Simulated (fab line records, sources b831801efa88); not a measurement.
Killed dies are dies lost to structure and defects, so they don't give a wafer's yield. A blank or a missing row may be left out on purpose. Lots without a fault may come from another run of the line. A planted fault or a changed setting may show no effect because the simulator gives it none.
fab line records | flow sky130
record lots=7 wafers=21 last_day=49
route steps=708 shown VT_ADJUST_HVTR@135 VT_ADJUST_PCH@143
lots that met no fault: from a run of the same line without faults
start_h: hours from the record's first day to the start of the lot's first wafer shown | wait_h: hours since the lot's step before | " the same as in the row above | L1.1+2: a row that stands for several wafers | - no value, or no start given | * or withheld: withheld | < > ~ a bound
route shown NAME@n: a module of which the file shows steps, and the number in the route of the first | usual: mean/standard deviation of fault-free wafers | same: alike in all rows | chamber/n: place in a boat | sites: the reading at each site | _std_site: their standard deviation | _edge_site: outer sites' mean less inner sites' | radius_mm: how far each site lies from the wafer's centre | mask NAME#n: copy n | behind: the tool/chamber that last shaped the wafer | hold: why the lot was held/for how many hours/how that ended | device: the transistor (n, p or np) that didn't switch | end of line: the same wafers' tests at the end of the route | a step without rows: its recipe alone | killed: dies lost to structure and defects at the first sort, not the wafer's yield | map: a wafer's dies, x killed, . not, _ none there
set.NAME: the setting as run; set.NAME@STEP: as run at that earlier step | model.NAME: the simulator's own value behind a step, which no gauge read
lots at some steps of the route; a table a step, a row a wafer
services: from which hour (start_h, from the record's first day; less than 0 if before it) a tool's chamber was out of use, for how many hours, and why
## steps
# step SKY_VT_ADJUST_HVTR_EXPOSE_04
# recipe mask_id=HVTRM target_cd_nm=380 na=0.6 source_shape=conventional sigma_outer=0.6 dose_mj=150
# step SKY_VT_ADJUST_HVTR_PEB_05
# recipe temp_c=withheld time_s=* resist=NOVOLAK
# step SKY_VT_ADJUST_HVTR_DEVELOP_06
# recipe develop_time_s=60 dev_temp_c=23.57
# step SKY_VT_ADJUST_HVTR_CD_MEAS_07
# recipe target_cd_nm=380
# usual cd_nm=379.5/2.5
# columns lot.wafer tool chamber start_h wait_h cd_nm
L846.1 cd_sem-02 - 265.11 0.1 378.7
L846.4 " - " " 381.8
L846.5 " - " " 382.1
L847.2 cd_sem-02 - 268.64 0.1 378.0
L847.3 " - " " 379.3
L847.6 " - " " 378.7
L849.2 cd_sem-02 - 287.95 0.2 380.0
L849.4 " - " " 380.9
L849.5 " - " " 379.1
L854.1 cd_sem-02 - 323.82 0.1 378.7
L854.2 " - " " 380.8
L854.4 " - " " 378.2
L856.3 cd_sem-01 - 340.01 0.1 374.8
L856.5 " - " " 375.7
L856.6 " - " " 375.4
L857.1 cd_sem-02 - 344.17 0.1 385.5
L857.4 " - " " 381.9
L857.6 " - " " 383.9
L858.3 cd_sem-02 - 354.25 0.1 380.2
L858.4 " - " " 380.8
L858.5 " - " " 382.5
# step SKY_VT_ADJUST_HVTR_OVL_MEAS_08
# usual VT_ADJUST_HVTR_OVL=0.0/1.5
# columns lot.wafer tool chamber start_h wait_h VT_ADJUST_HVTR_OVL[nm]
L846.1 overlay-02 - 265.23 0.1 0.8
L846.4 " - " " 0.4
L846.5 " - " " 0.8
L847.2 overlay-02 - 268.75 0.1 -2.1
L847.3 " - " " -3.0
L847.6 " - " " -2.8
L849.2 overlay-01 - 288.05 0.1 -0.6
L849.4 " - " " -0.5
L849.5 " - " " 0.5
L854.1 overlay-02 - 323.94 0.1 -1.6
L854.2 " - " " -0.9
L854.4 " - " " -0.2
L856.3 overlay-01 - 340.10 0.1 0.5
L856.5 " - " " 0.3
L856.6 " - " " 0.6
L857.1 overlay-01 - 344.29 0.1 -0.1
L857.4 " - " " -1.4
L857.6 " - " " -1.0
L858.3 overlay-01 - 354.35 0.1 1.7
L858.4 " - " " 1.3
L858.5 " - " " 1.6
# step SKY_VT_ADJUST_HVTR_IMPLANT_09
# recipe species=B energy_kev=10 dose_cm2=2.1e+12 tilt_deg=withheld
# step SKY_VT_ADJUST_HVTR_STRIP_10
# recipe chemistry=O2/N2 power_w=1400 pressure_mtorr=1500 platen_temp_c=withheld o2_flow_sccm=3000 n2_flow_sccm=300 overash_fraction=0.5
# usual chamber_pressure_mTorr=1500.0/1.1 drypump_motor_current_A=5.7/0.49 oes_product_au=0.716/0.0051 strip_time_to_endpoint_s=14.16/0.037
# columns lot.wafer tool chamber start_h wait_h chamber_pressure_mTorr drypump_motor_current_A oes_product_au rf_hours_counter_h strip_time_to_endpoint_s
L846.1 plasma_asher-01 0 265.42 0.1 1500.6 5.3 0.720 14 14.15
L846.4 " 0 " " 1500.3 5.3 0.718 - 14.17
L846.5 " 0 " " 1498.6 5.3 0.712 - 14.14
L847.2 plasma_asher-03 1 268.93 0.1 1500.7 5.1 0.724 59 14.27
L847.3 " 1 " " 1500.6 5.2 0.699 - 14.26
L847.6 " 0 " " 1501.1 5.5 0.714 - 14.22
L849.2 plasma_asher-03 1 288.23 0.1 1499.9 5.2 0.708 61 14.12
L849.4 " 1 " " 1500.0 5.2 0.716 - 14.13
L849.5 " 1 " " 1502.0 5.2 0.719 - 14.18
L854.1 plasma_asher-02 1 324.12 0.1 1499.7 6.0 0.722 66 14.16
L854.2 " 0 " " 1499.4 5.4 0.717 66 14.16
L854.4 " 0 " " 1498.6 5.4 0.712 - 14.16
L856.3 plasma_asher-01 1 340.31 0.1 1501.5 6.5 0.712 - 14.14
L856.5 " 0 " " 1498.3 5.3 0.715 - 14.13
L856.6 " 1 " " 1500.7 6.5 0.722 - 14.15
L857.1 plasma_asher-01 1 344.48 0.1 1499.0 6.5 0.706 21 14.13
L857.4 " 0 " " 1502.0 5.3 0.720 - 14.20
L857.6 " 1 " " 1500.1 6.5 0.721 - 14.16
L858.3 plasma_asher-02 0 354.55 0.1 1499.3 5.4 0.722 - 14.21
L858.4 " 1 " " 1501.2 6.1 0.706 - 14.24
L858.5 " 1 " " 1498.5 6.0 0.709 - 14.25
# step SKY_VT_ADJUST_HVTR_TW_MEAS_11
# usual VT_ADJUST_HVTR_TW=211.7/1.5
# columns lot.wafer tool chamber start_h wait_h VT_ADJUST_HVTR_TW
L846.1 film_metro-03 - 265.52 0.1 213.1
L846.4 " - " " 212.7
L846.5 " - " " 212.1
L847.2 film_metro-03 - 269.04 0.1 211.5
L847.3 " - " " 212.0
L847.6 " - " " 212.5
L849.2 film_metro-02 - 288.34 0.1 212.3
L849.4 " - " " 210.7
L849.5 " - " " 211.3
L854.1 film_metro-02 - 324.22 0.1 209.9
L854.2 " - " " 210.8
L854.4 " - " " 209.5
L856.3 film_metro-03 - 340.40 0.1 214.5
L856.5 " - " " 213.6
L856.6 " - " " 213.9
L857.1 film_metro-03 - 344.58 0.1 213.6
L857.4 " - " " 214.4
L857.6 " - " " 214.5
L858.3 film_metro-02 - 354.64 0.1 210.1
L858.4 " - " " 210.4
L858.5 " - " " 209.7
# step SKY_VT_ADJUST_PCH_DEHYDRATE_00
# recipe temp_c=200 time_s=60
# step SKY_VT_ADJUST_PCH_HMDS_01
# recipe prime_time_s=60 prime_temp_c=120
# step SKY_VT_ADJUST_PCH_COAT_02
# recipe spin_rpm=2000 resist_thk_nm=3000
# step SKY_VT_ADJUST_PCH_SOFTBAKE_03
# recipe temp_c=110 time_s=withheld
# step SKY_VT_ADJUST_PCH_EXPOSE_04
# recipe mask_id=NWM na=0.6 source_shape=conventional sigma_outer=0.6 polarization=unpolarized target_cd_nm=840 dose_mj=255
# usual exposure_dose_mJ_cm2=254.99/0.26 focus_offset_nm=-0.1/0.61 stage_vel_mm_s=500.03/0.27
# columns lot.wafer tool chamber start_h wait_h mask exposure_dose_mJ_cm2 focus_offset_nm stage_vel_mm_s
L846.1 iline_stepper-02 0 277.55 - NWM#0 255.13 0.8 499.93
L846.4 " 0 " " NWM#0 255.02 0.2 499.99
L846.5 " 0 " " NWM#0 254.94 0.1 500.10
L847.2 iline_stepper-02 0 281.14 - NWM#0 255.27 -0.8 499.89
L847.3 " 0 " " NWM#0 254.66 0.4 499.99
L847.6 " 0 " " NWM#0 255.21 0.7 499.53
L849.2 iline_stepper-01 0 300.94 - NWM#0 254.77 -0.3 500.18
L849.4 " 0 " " NWM#0 255.11 -1.5 499.99
L849.5 " 0 " " NWM#0 254.67 -1.4 499.76
L854.1 iline_stepper-02 0 337.81 - NWM#0 254.99 0.5 499.94
L854.2 " 0 " " NWM#0 255.20 -0.4 499.87
L854.4 " 0 " " NWM#0 255.11 0.7 499.98
L856.3 iline_stepper-02 - 354.49 - NWM#0 - - -
L856.5 " - " " NWM#0 - - -
L856.6 " - " " NWM#0 - - -
L857.1 iline_stepper-02 - 358.51 - NWM#0 - - -
L857.4 " - " " NWM#0 - - -
L857.6 " - " " NWM#0 - - -
L858.3 iline_stepper-02 - 368.23 - NWM#0 - - -
L858.4 " - " " NWM#0 - - -
L858.5 " - " " NWM#0 - - -
# step SKY_VT_ADJUST_PCH_PEB_05
# recipe temp_c=115 time_s=withheld
## services
# columns tool chamber start_h hours kind
iline_stepper-02 - 261.11 1.7 pm
## key
first_sign step=SKY_VT_ADJUST_PCH_EXPOSE_04 reading=tool_record direction=missing
effect none on later readings
met_at SKY_VT_ADJUST_PCH_EXPOSE_04
struck_wafers L856.3,L856.5,L856.6,L857.1,L857.4,L857.6,L858.3,L858.4,L858.5
sort_left_out L856.3,L856.5,L856.6,L857.1,L857.4,L857.6,L858.3,L858.4,L858.5
tester_left_out L856,L857,L858
onset_between 337.81 354.49
fault kind=skipped_step_whole tool=iline_stepper-02 chamber=- onset_h=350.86 steps=SKY_VT_ADJUST_PCH_EXPOSE_04 scope=struck_lots_only
# tester_left_out: of these lots the tester's yield and bins aren't shown, on N5 and GAA mostly nor the transistor test; their killed dies are dies lost to structure and defects alone, not to doping, threshold or leakage, so they don't give the yield
# sort_left_out: the simulated sort isn't trusted on such a fault, so these wafers' sort isn't shown, and their yield isn't known
